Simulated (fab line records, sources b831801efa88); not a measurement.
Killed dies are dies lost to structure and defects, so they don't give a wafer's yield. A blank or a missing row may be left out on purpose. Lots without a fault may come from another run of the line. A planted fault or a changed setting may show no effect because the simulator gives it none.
fab line records | flow sky130
record lots=15 wafers=45 last_day=50
route steps=708 shown VT_ADJUST_LVTN@116 VIA1@478 VIA2@510
lots that met no fault: from a run of the same line without faults
start_h: hours from the record's first day to the start of the lot's first wafer shown | wait_h: hours since the lot's step before | " the same as in the row above | L1.1+2: a row that stands for several wafers | - no value, or no start given | * or withheld: withheld | < > ~ a bound
route shown NAME@n: a module of which the file shows steps, and the number in the route of the first | usual: mean/standard deviation of fault-free wafers | same: alike in all rows | chamber/n: place in a boat | sites: the reading at each site | _std_site: their standard deviation | _edge_site: outer sites' mean less inner sites' | radius_mm: how far each site lies from the wafer's centre | mask NAME#n: copy n | behind: the tool/chamber that last shaped the wafer | hold: why the lot was held/for how many hours/how that ended | device: the transistor (n, p or np) that didn't switch | end of line: the same wafers' tests at the end of the route | a step without rows: its recipe alone | killed: dies lost to structure and defects at the first sort, not the wafer's yield | map: a wafer's dies, x killed, . not, _ none there
set.NAME: the setting as run; set.NAME@STEP: as run at that earlier step | model.NAME: the simulator's own value behind a step, which no gauge read
steps of the route over a sample of lots; a table a step, a row a wafer
services: from which hour (start_h, from the record's first day; less than 0 if before it) a tool's chamber was out of use, for how many hours, and why
## steps
# step SKY_VT_ADJUST_LVTN_IMPLANT_19
# recipe species=B energy_kev=30 dose_cm2=6.5e+11 tilt_deg=withheld
# usual beam_energy_keV=30.003/0.01 beam_on_s=10.02/0.18 end_station_pressure_torr=5e-06/2.9e-07 implant_ion_amu=11/0
# columns lot.wafer tool chamber start_h wait_h beam_energy_keV beam_on_s end_station_pressure_torr implant_ion_amu
L804.1 implanter-04 0 155.39 0.0 30.002 10.23 4.82e-06 11
L804.3 " 0 " " 29.995 9.45 4.83e-06 11
L804.4 " 0 " " 30.004 10.23 5.27e-06 11
L805.1 implanter-02 0 163.40 0.0 30.011 10.02 4.65e-06 11
L805.2 " 0 " " 30.009 9.90 5.04e-06 11
L805.5 " 0 " " 30.006 9.74 5.18e-06 11
L807.1 implanter-02 0 177.70 0.0 30.002 9.87 5.6e-06 11
L807.2 " 0 " " 30.010 10.17 4.53e-06 11
L807.6 " 0 " " 30.010 10.12 4.72e-06 11
L809.1 implanter-02 - 193.79 0.0 - - - -
L809.3 " - " " - - - -
L809.5 " - " " - - - -
L810.1 implanter-02 - 198.45 0.0 - - - -
L810.2 " - " " - - - -
L810.6 " - " " - - - -
L811.1 implanter-02 - 201.99 0.0 - - - -
L811.3 " - " " - - - -
L811.5 " - " " - - - -
L812.2 implanter-04 0 208.35 0.0 30.004 9.95 4.96e-06 11
L812.5 " 0 " " 30.012 10.15 4.61e-06 11
L812.6 " 0 " " 29.996 10.03 5.18e-06 11
L813.2 implanter-01 0 217.16 0.0 30.004 9.86 5.5e-06 11
L813.4 " 0 " " 30.028 9.85 4.41e-06 11
L813.6 " 0 " " 30.008 10.03 5.19e-06 11
L816.1 implanter-02 0 238.79 0.1 30.011 10.10 5.34e-06 11
L816.4 " 0 " " 30.006 10.34 4.76e-06 11
L816.5 " 0 " " 30.007 9.90 5.24e-06 11
L817.3 implanter-04 0 242.78 0.1 30.003 9.95 5.43e-06 11
L817.5 " 0 " " 30.009 10.24 5.27e-06 11
L817.6 " 0 " " 29.986 10.68 4.94e-06 11
L818.2 implanter-02 0 249.75 0.0 29.997 9.95 5.27e-06 11
L818.4 " 0 " " 30.009 10.06 5.07e-06 11
L818.5 " 0 " " 30.009 9.80 5.23e-06 11
L821.2 implanter-02 0 284.26 0.0 30.012 9.98 4.79e-06 11
L821.3 " 0 " " 30.014 10.01 5.43e-06 11
L821.4 " 0 " " 29.997 10.02 4.9e-06 11
L822.3 implanter-04 0 298.65 0.1 29.991 10.06 5.32e-06 11
L822.5 " 0 " " 29.989 10.21 4.79e-06 11
L822.6 " 0 " " 29.992 10.33 4.71e-06 11
L824.1 implanter-02 0 311.68 0.0 30.017 9.88 5.15e-06 11
L824.2 " 0 " " 29.989 10.09 4.55e-06 11
L824.4 " 0 " " 29.995 9.80 5.38e-06 11
L826.1 implanter-04 0 315.38 0.0 30.007 10.19 4.9e-06 11
L826.3 " 0 " " 29.988 9.87 5.04e-06 11
L826.5 " 0 " " 29.993 9.89 4.76e-06 11
# step SKY_VT_ADJUST_LVTN_TW_MEAS_21
# usual VT_ADJUST_LVTN_2_TW=188.4/0.98
# columns lot.wafer tool chamber start_h wait_h VT_ADJUST_LVTN_2_TW
L804.1 film_metro-02 - 155.64 0.1 188.0
L804.3 " - " " 189.0
L804.4 " - " " 189.4
L805.1 film_metro-04 - 163.65 0.1 190.6
L805.2 " - " " 189.4
L805.5 " - " " 190.2
L807.1 film_metro-04 - 177.95 0.1 188.4
L807.2 " - " " 188.3
L807.6 " - " " 188.5
L809.1 film_metro-01 - 194.04 0.1 30.1
L809.3 " - " " 30.0
L809.5 " - " " 30.1
L810.1 film_metro-04 - 198.70 0.1 30.0
L810.2 " - " " 30.3
L810.6 " - " " 30.2
L811.1 film_metro-04 - 202.24 0.1 30.3
L811.3 " - " " 30.2
L811.5 " - " " 30.1
L812.2 film_metro-04 - 208.59 0.1 188.5
L812.5 " - " " 188.7
L812.6 " - " " 189.1
L813.2 film_metro-02 - 217.40 0.1 188.8
L813.4 " - " " 188.6
L813.6 " - " " 187.4
L816.1 film_metro-02 - 239.04 0.1 187.3
L816.4 " - " " 188.2
L816.5 " - " " 187.8
L817.3 film_metro-01 - 243.00 0.1 188.6
L817.5 " - " " 187.7
L817.6 " - " " 186.7
L818.2 film_metro-01 - 249.99 0.1 186.8
L818.4 " - " " 187.1
L818.5 " - " " 186.7
L821.2 film_metro-04 - 284.50 0.1 188.7
L821.3 " - " " 189.2
L821.4 " - " " 188.8
L822.3 film_metro-04 - 298.87 0.1 189.9
L822.5 " - " " 190.4
L822.6 " - " " 189.7
L824.1 film_metro-02 - 311.93 0.1 188.1
L824.2 " - " " 189.1
L824.4 " - " " 189.0
L826.1 film_metro-04 - 315.63 0.1 189.1
L826.3 " - " " 189.1
L826.5 " - " " 187.9
# step SKY_VIA1_SPUTTER_20
# recipe material=TiN target_thk_nm=20 chamber_pressure_pa=5 power_w=4000 time_s=80
# usual throttle_valve_pct=29.7/0.76
# columns lot.wafer tool chamber start_h wait_h throttle_valve_pct
L804.1 pvd_sputter-03 - 778.01 0.0 29.4
L804.3 " - " " 31.1
L804.4 " - " " 29.2
L805.1 pvd_sputter-04 - 791.50 0.0 30.2
L805.2 " - " " 29.7
L805.5 " - " " 29.4
L807.1 pvd_sputter-02 - 808.93 0.0 30.3
L807.2 " - " " 30.6
L807.6 " - " " 30.5
L812.2 pvd_sputter-02 - 844.81 0.0 30.3
L812.5 " - " " 30.4
L812.6 " - " " 28.7
L813.2 pvd_sputter-03 - 856.40 0.0 29.2
L813.4 " - " " 31.0
L813.6 " - " " 29.1
L816.1 pvd_sputter-03 - 879.58 0.0 28.8
L816.4 " - " " 29.3
L816.5 " - " " 29.2
L817.3 pvd_sputter-02 - 885.16 0.0 28.8
L817.5 " - " " 30.6
L817.6 " - " " 29.3
L818.2 pvd_sputter-04 - 892.74 0.0 31.0
L818.4 " - " " 28.9
L818.5 " - " " 30.4
L821.2 pvd_sputter-04 - 931.31 0.0 30.8
L821.3 " - " " 30.2
L821.4 " - " " 29.2
L822.3 pvd_sputter-02 - 938.98 0.0 30.4
L822.5 " - " " 29.3
L822.6 " - " " 29.6
L824.1 pvd_sputter-03 - 958.19 0.0 29.0
L824.2 " - " " 31.1
L824.4 " - " " 29.5
L826.1 pvd_sputter-03 - 959.16 0.0 29.5
L826.3 " - " " 29.2
L826.5 " - " " 29.5
# step SKY_VIA2_BOW_MEAS_03
# recipe mode=bow
# usual VIA2_BOW=86/7.6
# columns lot.wafer tool chamber start_h wait_h VIA2_BOW[um]
L804.1 film_metro-01 - 807.18 0.1 100
L804.3 " - " " 97
L804.4 " - " " 94
L805.1 film_metro-02 - 820.12 0.2 84
L805.2 " - " " 85
L805.5 " - " " 89
L807.1 film_metro-01 - 838.77 0.1 84
L807.2 " - " " 86
L807.6 " - " " 81
L812.2 film_metro-01 - 873.11 0.2 71
L812.5 " - " " 85
L812.6 " - " " 97
L813.2 film_metro-02 - 884.87 0.2 84
L813.4 " - " " 73
L813.6 " - " " 80
L816.1 film_metro-03 - 908.92 0.2 88
L816.4 " - " " 85
L816.5 " - " " 101
L817.3 film_metro-03 - 912.90 0.1 78
L817.5 " - " " 76
L817.6 " - " " 73
L818.2 film_metro-02 - 920.06 0.2 83
L818.4 " - " " 80
L818.5 " - " " 77
L821.2 film_metro-03 - 958.03 0.1 87
L821.3 " - " " 91
L821.4 " - " " 89
L822.3 film_metro-02 - 966.73 0.3 94
L822.5 " - " " 88
L822.6 " - " " 82
L824.1 film_metro-01 - 985.12 0.2 79
L824.2 " - " " 80
L824.4 " - " " 85
L826.1 film_metro-03 - 985.94 0.2 82
L826.3 " - " " 89
L826.5 " - " " 69
# step SKY_VIA2_CMP_24
# recipe stop_on=SiO2 t_overpolish_s=20 down_force_psi=3.5 platen_rpm=60 target_thk_nm=0 pad_velocity_m_s=0.94248
# usual motor_current_A=10.9/1 overpolish_run_s=20.000/0.0083 time_to_endpoint_s=103/3.7
# same t_overpolish_s=20
# columns lot.wafer tool chamber start_h wait_h motor_current_A overpolish_run_s time_to_endpoint_s
L804.1 cmp-01 2 834.74 0.1 13.4 19.990 100
L804.3 " 0 " " 10.1 20.010 105
L804.4 " 1 " " 9.6 19.995 104
L805.2 cmp-02 2 847.19 0.1 11.8 19.994 101
L805.1 " 3 " " 10.6 19.994 104
L805.5 " 0 " " 10.6 20.009 97
L807.2 cmp-02 3 866.40 0.0 10.9 20.018 100
L807.1 " 2 " " 11.0 19.999 102
L807.6 " 3 " " 10.2 19.999 102
L812.2 cmp-01 1 900.78 0.2 9.2 19.998 103
L812.6 " 2 " " 12.6 20.012 98
L812.5 " 3 " " 10.3 20.005 107
L813.2 cmp-02 3 911.40 0.2 10.0 19.990 108
L813.4 " 0 " " 10.6 19.996 102
L813.6 " 2 " " 11.2 20.005 109
L816.4 cmp-01 1 935.25 0.0 9.0 20.022 106
L816.1 " 2 " " 13.1 20.004 101
L816.5 " 2 " " 12.7 20.007 105
L817.3 cmp-01 1 939.12 0.1 9.4 19.992 102
L817.5 " 0 " " 11.4 19.992 104
L817.6 " 1 " " 9.0 20.003 107
L818.2 cmp-02 2 945.53 0.0 11.1 20.012 106
L818.4 " 3 " " 10.8 20.000 102
L818.5 " 3 " " 10.8 20.015 108
L821.2 cmp-02 3 983.87 0.0 11.1 20.001 103
L821.4 " 1 " " 9.4 19.997 99
L821.3 " 2 " " 11.6 19.998 102
L822.3 cmp-01 0 991.72 0.1 10.8 19.991 99
L822.6 " 2 " " 12.6 19.996 94
L822.5 " 3 " " 11.2 20.014 100
L824.4 cmp-01 3 1009.62 0.0 11.0 19.999 102
L824.1 " 1 " " 9.5 19.997 102
L824.2 " 2 " " 12.7 19.998 96
L826.1 cmp-01 1 1010.42 0.1 9.5 20.008 103
L826.3 " 2 " " 13.6 19.989 99
L826.5 " 0 " " 10.4 20.012 102
## services
# columns tool chamber start_h hours kind
implanter-02 - 217.64 3.0 repair
implanter-02 - 227.27 2.7 pm
cmp-01 - 232.02 4.0 pm
cmp-01 - 264.27 11.9 pm
cmp-01 - 299.07 1.1 repair
cmp-01 - 321.42 13.0 pm
implanter-02 - 326.69 3.4 repair
implanter-02 - 346.72 1.6 repair
cmp-01 - 361.10 0.2 repair
cmp-01 - 390.03 5.2 repair
implanter-02 - 390.75 0.9 repair
cmp-01 - 407.03 0.8 repair
cmp-01 - 408.02 12.6 repair
implanter-02 - 455.56 3.8 repair
cmp-01 - 469.39 2.2 repair
cmp-01 - 518.05 5.4 pm
cmp-01 - 572.02 4.0 pm
cmp-01 - 600.06 9.2 repair
cmp-01 - 607.00 2.1 repair
cmp-01 - 620.23 0.4 repair
implanter-02 - 651.29 94.5 pm
implanter-02 - 747.57 7.0 pm
implanter-02 - 876.63 0.6 repair
implanter-02 - 896.95 2.7 repair
## key
first_sign step=SKY_VT_ADJUST_LVTN_IMPLANT_19 reading=tool_record direction=missing
effect step=SKY_VT_ADJUST_LVTN_TW_MEAS_21 reading=VT_ADJUST_LVTN_2_TW direction=down sigmas=99+ usual=188.4 struck=30.2
met_at SKY_VT_ADJUST_LVTN_IMPLANT_19
struck_lots L809,L810,L811
later_rows_left_out L809.1,L809.3,L809.5,L810.1,L810.2,L810.6,L811.1,L811.3,L811.5
sort_left_out L809.1,L809.3,L809.5,L810.1,L810.2,L810.6,L811.1,L811.3,L811.5
tester_left_out L809,L810,L811
not_acting_at SKY_VIA1_SPUTTER_20,SKY_VIA2_BOW_MEAS_03,SKY_VIA2_CMP_24
onset_between 177.70 193.79
fault kind=skipped_step_whole tool=implanter-02 chamber=- onset_h=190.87 steps=SKY_VT_ADJUST_LVTN_IMPLANT_19 scope=struck_lots_only
# tester_left_out: of these lots the tester's yield and bins aren't shown, on N5 and GAA mostly nor the transistor test; their killed dies are dies lost to structure and defects alone, not to doping, threshold or leakage, so they don't give the yield
# sort_left_out: the simulated sort isn't trusted on such a fault, so these wafers' sort isn't shown, and their yield isn't known
# later_rows_left_out: the simulator's readings of these wafers behind a module that went badly wrong aren't trusted and aren't shown, but for the sort
